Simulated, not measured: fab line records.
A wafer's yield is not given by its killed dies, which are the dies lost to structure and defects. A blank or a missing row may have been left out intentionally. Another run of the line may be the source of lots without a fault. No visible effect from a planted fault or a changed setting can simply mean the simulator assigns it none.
Which tool was responsible? | flow gf180mcu | 13 lots, 39 wafers sampled, at 5 steps of a route of 602

== WHAT EACH GAUGE READ, for each wafer ==
GF_VT_IMPLANT_RS_MEAS_47: the measuring method here is four-point-probe. Usual: NWELL_RS typically reads 488.0 ohm/sq, with standard deviation 1.2.
lot  | measured     | on            | NWELL_RS (ohm/sq) | flag
L833 | day 8 13:13  | film metro-04 | 488.7 487.8 487.3 |
L837 | day 9 10:24  | film metro-04 | 485.6 485.5 486.7 |
L838 | day 9 21:37  | film metro-01 | 488.6 488.7 489.0 |
L839 | day 10 02:27 | film metro-02 | 488.9 488.1 488.9 |
L843 | day 11 06:10 | film metro-04 | 489.0 486.3 485.7 |
L844 | day 11 14:25 | film metro-04 | 488.0 488.1 487.3 |
L847 | day 12 09:47 | film metro-01 | 485.7 486.0 485.4 |
L848 | day 12 14:07 | film metro-02 | 487.7 487.1 490.1 |
L849 | day 12 22:09 | film metro-04 | 486.1 485.6 486.3 |
L850 | day 13 05:55 | film metro-02 | 489.2 490.0 489.4 |
L851 | day 13 12:58 | film metro-02 | 487.5 486.8 486.6 |
L852 | day 13 17:08 | film metro-02 | 487.7 489.2 490.1 |
L853 | day 14 01:20 | film metro-01 | 490.2 488.8 487.4 |

GF_HV_LDD_RS_MEAS_53: the measuring method here is four-point-probe. Usual: HV_LDD_RS typically reads 417.4 ohm/sq, with standard deviation 0.93.
lot  | measured     | on            | HV_LDD_RS (ohm/sq) | flag
L833 | day 13 10:41 | film metro-02 | 418.3 416.6 417.5  |
L837 | day 14 13:53 | film metro-02 | - - -              | OFF
L838 | day 15 02:11 | film metro-02 | - - -              | OFF
L839 | day 15 08:23 | film metro-02 | 418.8 419.1 417.3  |
L843 | day 16 20:07 | film metro-02 | 416.3 416.0 418.1  |
L844 | day 17 03:35 | film metro-02 | 417.4 417.7 416.8  |
L847 | day 18 02:48 | film metro-01 | 418.4 417.8 419.0  |
L848 | day 18 10:14 | film metro-02 | 417.5 418.1 417.8  |
L849 | day 18 21:31 | film metro-02 | 416.3 417.3 416.7  |
L850 | day 19 03:43 | film metro-02 | 417.3 417.1 416.7  |
L851 | day 19 15:54 | film metro-02 | 418.1 417.9 418.5  |
L852 | day 19 17:24 | film metro-02 | 417.2 417.3 417.4  |
L853 | day 20 04:39 | film metro-04 | 415.3 416.5 415.7  |

== TOOL THAT RAN EACH LOT (tool first, then ch and the chambers of the sampled wafers, then the start) ==
lot  | GF_POLY_GATE_ETCH_12               | GF_HV_LDD_IMPLANT_33            | GF_HV_LDD_RTA_52
L833 | rie diel-04 ch 1,2, day 10 04:25   | implanter-02 ch 0, day 12 13:54 | rtp anneal-01 ch 0, day 13 10:38
L837 | rie diel-02 ch 0,1,2, day 11 03:57 | implanter-01 ch 0, day 13 16:02 | rtp anneal-01 ch 0, day 14 13:49
L838 | rie diel-03 ch 0,2,3, day 11 15:21 | implanter-01 ch 0, day 14 04:55 | rtp anneal-01 ch 0, day 15 02:06
L839 | rie diel-04 ch 0,1,2, day 11 19:24 | implanter-03 ch 0, day 14 10:00 | rtp anneal-01 ch 0, day 15 08:19
L843 | rie diel-03 ch 1,2,3, day 13 02:33 | implanter-03 ch 0, day 15 20:20 | rtp anneal-01 ch 0, day 16 20:02
L844 | rie diel-02 ch 1,2,3, day 13 11:33 | implanter-03 ch 0, day 16 04:18 | rtp anneal-02 ch 0, day 17 03:31
L847 | rie diel-03 ch 0,1, day 14 08:03   | implanter-01 ch 0, day 17 02:46 | rtp anneal-02 ch 0, day 18 02:40
L848 | rie diel-03 ch 1,3, day 14 13:18   | implanter-03 ch 0, day 17 10:31 | rtp anneal-02 ch 0, day 18 10:10
L849 | rie diel-03 ch 1,2,3, day 14 20:54 | implanter-03 ch 0, day 17 20:44 | rtp anneal-02 ch 0, day 18 21:26
L850 | rie diel-02 ch 1,2, day 15 05:16   | implanter-01 ch 0, day 18 02:36 | rtp anneal-01 ch 0, day 19 03:38
L851 | rie diel-02 ch 0,1, day 15 15:34   | implanter-03 ch 0, day 18 14:48 | rtp anneal-02 ch 0, day 19 15:49
L852 | rie diel-03 ch 0,3, day 15 16:54   | implanter-02 ch 0, day 18 16:22 | rtp anneal-01 ch 0, day 19 17:19
L853 | rie diel-02 ch 0,2,3, day 16 05:15 | implanter-03 ch 0, day 19 03:04 | rtp anneal-02 ch 0, day 20 04:34
- GF_POLY_GATE_ETCH_12: etches BARC in N2/H2.
- GF_HV_LDD_IMPLANT_33
- GF_HV_LDD_RTA_52: time 10 s.

== WHAT THE TOOLS THEMSELVES READ (means of the sampled wafers that have a number; where no wafer has one, the mark that the record gives instead) ==
GF_POLY_GATE_ETCH_12. Usual: drypump motor current A 5.6 A, standard deviation 0.51; oes product au 0.736 a.u., standard deviation 0.0046; rf fwd power W 496.0 W, standard deviation 1.8; throttle valve pct 13.216 %, standard deviation 0.0089.
lot  | tool        | drypump motor current A (A) | oes product au (a.u.) | rf fwd power W (W) | throttle valve pct (%) | flag
L833 | rie diel-04 | 5.6                         | 0.734                 | 495.7              | 13.219                 |
L837 | rie diel-02 | 5.7                         | 0.737                 | 495.1              | 13.220                 |
L838 | rie diel-03 | 5.4                         | 0.739                 | 495.1              | 13.218                 |
L839 | rie diel-04 | 5.5                         | 0.732                 | 495.4              | 13.219                 |
L843 | rie diel-03 | 5.1                         | 0.732                 | 497.1              | 13.211                 |
L844 | rie diel-02 | 6.0                         | 0.735                 | 496.3              | 13.213                 |
L847 | rie diel-03 | 5.6                         | 0.737                 | 494.2              | 13.222                 |
L848 | rie diel-03 | 5.3                         | 0.735                 | 494.7              | 13.214                 |
L849 | rie diel-03 | 5.1                         | 0.736                 | 495.7              | 13.213                 |
L850 | rie diel-02 | 5.9                         | 0.736                 | 494.4              | 13.220                 |
L851 | rie diel-02 | 5.5                         | 0.734                 | 498.5              | 13.224                 |
L852 | rie diel-03 | 5.9                         | 0.736                 | 495.6              | 13.219                 |
L853 | rie diel-02 | 5.8                         | 0.738                 | 497.3              | 13.215                 |

GF_HV_LDD_IMPLANT_33. Usual: tilt deg 29.999 degrees, standard deviation 0.018.
lot  | tool         | tilt deg (degrees) | flag
L833 | implanter-02 | 30.002             |
L837 | implanter-01 | 34.553             | OFF
L838 | implanter-01 | 34.558             | OFF
L839 | implanter-03 | 29.990             |
L843 | implanter-03 | 29.999             |
L844 | implanter-03 | 29.977             |
L847 | implanter-01 | 29.998             |
L848 | implanter-03 | 30.022             |
L849 | implanter-03 | 30.002             |
L850 | implanter-01 | 30.032             |
L851 | implanter-03 | 30.014             |
L852 | implanter-02 | 30.003             |
L853 | implanter-03 | 29.982             |

GF_HV_LDD_RTA_52. Usual: lamp power pct 33.17 %, standard deviation 0.2; wafer_temp_C_max 1003.3, standard deviation 0.78.
lot  | tool          | lamp power pct (%) | wafer_temp_C_max | flag
L833 | rtp anneal-01 | 33.39              | 1002.5           |
L837 | rtp anneal-01 | 33.36              | 1003.3           |
L838 | rtp anneal-01 | 33.38              | 1003.1           |
L839 | rtp anneal-01 | 33.41              | 1002.6           |
L843 | rtp anneal-01 | 33.39              | 1003.0           |
L844 | rtp anneal-02 | 32.97              | 1003.6           |
L847 | rtp anneal-02 | 32.96              | 1004.4           |
L848 | rtp anneal-02 | 32.97              | 1004.3           |
L849 | rtp anneal-02 | 32.97              | 1003.6           |
L850 | rtp anneal-01 | 33.39              | 1002.9           |
L851 | rtp anneal-02 | 32.98              | 1004.1           |
L852 | rtp anneal-01 | 33.36              | 1003.0           |
L853 | rtp anneal-02 | 32.97              | 1003.3           |

== THE ANSWER, worked out from the rows above alone ==
Rule: take the mean of a lot's wafers that have a number; if it is more than 3 standard deviations from the usual mean, the lot is off. A lot without any number at a reading at which 4 lots or more have one is off too. All remaining lots with rows at the step are treated as sound. Order of review: gauges by route order, followed by the tools' own readings, for which a lot's mean as printed above is used. At the first step where some lot is off, the reading lying furthest off is the one used; lots without a number count as furthest.
Off: L837, L838, seen at GF_HV_LDD_RS_MEAS_53 (HV_LDD_RS). Without a number there: L837, L838.
If a tool, at a process step before that reading, ran all the lots that are off and no sound lot after the first of them, it fits. Not tried: the gauges at GF_HV_LDD_RS_MEAS_53; whatever is off there is also off at GF_HV_LDD_IMPLANT_33, on other tools, and gauge error can't account for it. None of those tried fits.

== WHAT HAD BEEN PUT IN BY THE SIMULATOR ==
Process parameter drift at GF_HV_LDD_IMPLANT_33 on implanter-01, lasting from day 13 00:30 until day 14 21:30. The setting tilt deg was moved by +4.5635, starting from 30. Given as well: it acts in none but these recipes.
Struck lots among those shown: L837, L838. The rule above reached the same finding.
